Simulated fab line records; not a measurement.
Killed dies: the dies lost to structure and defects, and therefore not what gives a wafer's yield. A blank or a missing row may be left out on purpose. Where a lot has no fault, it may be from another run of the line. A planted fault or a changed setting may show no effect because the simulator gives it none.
Problem report in the 8D (eight disciplines) form, filled by code	flow sky130	the parts of the form that need people (team, actions taken, sign-off) are left out

== 1. THE ISSUE ==
Wafers without a fault read 89.34 s, standard deviation 0.26; run-length-s at SKY_VIA4_SOFTBAKE_07 reads a mean of 118.57 s on 6 wafers belonging to 2 lots. So: +99 or more standard deviations from the usual mean.
The step: time 60 s.
The first sign was on wafer L405.1 at day 46 17:43, on litho-track-01. At this step, 33 wafers from 11 lots have a number in the record. By rule, "out" or "out of limits" means more than 4 standard deviations away from the usual mean. The rest of the wafers with a number are treated as sound.

== 2. WHAT THIS IS AND IS NOT ==
question	is	is not
which readings at this step	run-length-s	-
which lots	L405, L407	L388, L389, L394, L395, L396, L397, L398, L400, L410
which wafers of those lots	all that have a number	-
read on which tools	litho-track-01	litho-track-02
when	from day 46 17:43	up to then (24 sound wafers); but 3 sound wafers of L410 came after

== 3. SUSPECTS, AND WHAT RULES EACH OUT ==
Counting: a tool stays on the suspect list if, at a process step up to the reading, it processed all lots that are out and no sound lot following the first of them.
- pecvd-01 at SKY_CAP2M_CVD_00 (deposits SiO2, target thk 15.5 nm): kept. It processed each lot that is out, first L405 at day 44 10:37, and no sound lot thereafter; up to then, the last sound lot it processed was L397 at day 43 06:19.
- rie-diel-04 at SKY_METAL4_ETCH_17 (etches SiO2 in C4F8/O2/Ar, stops on TiN, time 3.9 s, target depth 15 nm): kept. It processed each lot that is out, first L405 at day 46 06:18, and no sound lot thereafter; up to then, the last sound lot it processed was L400 at day 45 10:55.
- litho-track-01 at SKY_VIA4_SOFTBAKE_07 (time 60 s): kept. It processed each lot that is out, first L405 at day 46 17:43, and no sound lot thereafter; up to then, the last sound lot it processed was L400 at day 45 22:26. Its own run-length-s readings are out on those wafers.
pecvd-01 at SKY_CAP2M_CVD_00, rie-diel-04 at SKY_METAL4_ETCH_17 and litho-track-01 at SKY_VIA4_SOFTBAKE_07 are what is left after counting.

== 4. THE CAUSE (what the simulator had put in) ==
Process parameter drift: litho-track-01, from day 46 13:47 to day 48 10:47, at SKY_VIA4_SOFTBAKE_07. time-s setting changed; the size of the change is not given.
Counting leaves 3 suspects; this tool is one of them.

== 5. THE EFFECT CHAIN, in route order ==
Each row: a reading whose mean over the struck wafers that have a number lies more than 3 standard deviations from the usual. Readings are gone through only where the record gives a usual standard deviation; hours: the median, over the lots, of the time from a lot's start at the first step in this table giving one to that lot's start at this step; sigmas: the change measured in usual standard deviations.
hours	step	reading	usual	on struck wafers	change	sigmas
0	SKY_VIA4_SOFTBAKE_07	run-length-s	89.34 s	118.57	+29.23	+99 or more
10	SKY_VIA4_STRIP_13	strip-time-to-endpoint-s	12.81 s	12.70	-0.11	-3.4
Process steps it contains:
- SKY_VIA4_SOFTBAKE_07: time 60 s.
- SKY_VIA4_STRIP_13: strips in O2/N2.

== 6. WHAT WOULD HAVE CAUGHT IT SOONER ==
In this record no reading fell out of limits until day 46 17:43, 4 hours after the fault had begun at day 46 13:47.
